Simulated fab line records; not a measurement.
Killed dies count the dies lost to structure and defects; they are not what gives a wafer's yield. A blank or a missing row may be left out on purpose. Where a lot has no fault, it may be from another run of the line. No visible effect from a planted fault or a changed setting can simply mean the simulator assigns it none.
Chamber matching || flow gf180mcu || GF_CONTACT_ETCH_16 on rie_diel-02: 4 sister chambers
The step etches BARC in N2/H2. 8 wafers are shown with their chamber, then 7 later ones without.

## WAFERS WITH THEIR CHAMBER
{"wafer": "L074.5", "chamber": 3, "drypump_motor_current_A (A)": 5.8, "chamber_pressure_mTorr (mTorr)": 30.041}
{"wafer": "L075.2", "chamber": 2, "drypump_motor_current_A (A)": 6.0, "chamber_pressure_mTorr (mTorr)": 30.004}
{"wafer": "L075.3", "chamber": 0, "drypump_motor_current_A (A)": 6.4, "chamber_pressure_mTorr (mTorr)": 29.986}
{"wafer": "L076.3", "chamber": 0, "drypump_motor_current_A (A)": 6.4, "chamber_pressure_mTorr (mTorr)": 30.020}
{"wafer": "L076.5", "chamber": 2, "drypump_motor_current_A (A)": 6.0, "chamber_pressure_mTorr (mTorr)": 29.999}
{"wafer": "L076.6", "chamber": 1, "drypump_motor_current_A (A)": 5.6, "chamber_pressure_mTorr (mTorr)": 29.984}
{"wafer": "L078.1", "chamber": 1, "drypump_motor_current_A (A)": 5.6, "chamber_pressure_mTorr (mTorr)": 29.967}
{"wafer": "L078.3", "chamber": 3, "drypump_motor_current_A (A)": 5.9, "chamber_pressure_mTorr (mTorr)": 30.018}

## WAFERS WITHOUT THEIR CHAMBER
{"wafer": "L078.5", "drypump_motor_current_A (A)": 5.6, "chamber_pressure_mTorr (mTorr)": 29.958}
{"wafer": "L082.1", "drypump_motor_current_A (A)": 6.0, "chamber_pressure_mTorr (mTorr)": 29.992}
{"wafer": "L082.3", "drypump_motor_current_A (A)": 6.4, "chamber_pressure_mTorr (mTorr)": 30.052}
{"wafer": "L082.5", "drypump_motor_current_A (A)": 6.4, "chamber_pressure_mTorr (mTorr)": 29.972}
{"wafer": "L092.1", "drypump_motor_current_A (A)": 5.8, "chamber_pressure_mTorr (mTorr)": 30.025}
{"wafer": "L092.2", "drypump_motor_current_A (A)": 6.0, "chamber_pressure_mTorr (mTorr)": 30.028}
{"wafer": "L092.5", "drypump_motor_current_A (A)": 6.4, "chamber_pressure_mTorr (mTorr)": 29.971}

## EACH ONE'S CHAMBER
{"wafer": "L078.5", "from the rows above": 1, "in truth": 1}
{"wafer": "L082.1", "from the rows above": 2, "in truth": 2}
{"wafer": "L082.3", "from the rows above": 0, "in truth": 0}
{"wafer": "L082.5", "from the rows above": 0, "in truth": 0}
{"wafer": "L092.1", "from the rows above": 3, "in truth": 3}
{"wafer": "L092.2", "from the rows above": 2, "in truth": 2}
{"wafer": "L092.5", "from the rows above": 0, "in truth": 0}
Placed correctly: 7 of 7. Not placeable from these rows: 0. Wrongly placed: 0.
How it was worked out, from the rows above alone: a wafer's distance from a chamber is the root of the sum, over the readings, of the square of ((its reading less the chamber's mean) divided by the reading's scatter). If the next closest chamber is less than 2 further off than the closest, the wafer can't be placed; otherwise it belongs to the closest. For every chamber, the mean is computed from those of its wafers that are shown. The scatter is the square root of a quotient: the sum, over the shown wafers, of each reading's squared deviation from its chamber's mean, divided by wafers minus chambers.
